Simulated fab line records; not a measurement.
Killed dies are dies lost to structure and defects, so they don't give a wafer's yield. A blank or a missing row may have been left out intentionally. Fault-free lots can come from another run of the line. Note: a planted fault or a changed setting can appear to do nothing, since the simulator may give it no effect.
Which tool was responsible?	flow gf180mcu	20 wafers from 7 lots sampled at 3 of the route's 602 steps

== WHAT EACH GAUGE READ, for each wafer ==
GF_VT_IMPLANT_RS_MEAS_48: uses a four-point probe to measure.
lot	measured	on	LVPWELL_RS (ohm/sq)
L317	day 8 02:40	filmMetro-04	1197.5 1197.9 1196.5
L319	day 8 13:25	filmMetro-04	1202.0 1200.5 1203.0
L321	day 9 00:21	filmMetro-04	1197.4 1193.8 1192.6
L323	day 9 12:07	filmMetro-03	1194.8 1197.1 1196.7
L331	day 12 11:26	filmMetro-02	1214.4 1199.1
L335	day 13 18:17	filmMetro-04	1201.9 1199.7 1200.9
L336	day 14 04:58	filmMetro-02	1191.6 1197.3 1196.4

== EACH LOT AND THE TOOL THAT RAN IT (in order: tool; ch and the chambers of the sampled wafers; start) ==
lot	GF_NWELL_STRIP_10	GF_LVPWELL_IMPLANT_08
L317	plasmaAsher-01 ch 0,1, day 3 20:08	implanter-01 ch 0, day 4 09:40
L319	plasmaAsher-01 ch 0,1, day 4 07:04	implanter-02 ch 0, day 4 20:49
L321	plasmaAsher-03 ch 0,1, day 4 16:21	implanter-02 ch 0, day 5 06:17
L323	plasmaAsher-01 ch 0,1, day 5 02:10	implanter-02 ch 0, day 5 16:10
L331	plasmaAsher-01 ch 0,1, day 7 06:49	implanter-02 ch 0, day 7 22:26
L335	plasmaAsher-02 ch 0,1, day 8 07:22	implanter-03 ch 0, day 8 23:23
L336	plasmaAsher-01 ch 0,1, day 8 17:28	implanter-01 ch 0, day 9 09:47
- GF_NWELL_STRIP_10: strips in O2/N2.
- GF_LVPWELL_IMPLANT_08

== THE ANSWER, worked out from the rows above alone ==
Rule: the lots themselves supply what counts as usual. The widest of any qualifying gaps counts: lots, ordered by their means at a reading, are off when they make up no more than a third of the lots, leave a main group of 4 or more, and stand apart from it by 3 or more times the standard deviation of that group's means. If all means in a main group match to the digits the tables above print for the reading, that group is not used. Also off: a lot with no number at a reading for which 4 or more lots have one. The other lots that the step has rows for count as sound.
No lot is off on any of the readings shown, so nothing can be concluded from this.

== WHAT THE SIMULATOR HAD PUT IN ==
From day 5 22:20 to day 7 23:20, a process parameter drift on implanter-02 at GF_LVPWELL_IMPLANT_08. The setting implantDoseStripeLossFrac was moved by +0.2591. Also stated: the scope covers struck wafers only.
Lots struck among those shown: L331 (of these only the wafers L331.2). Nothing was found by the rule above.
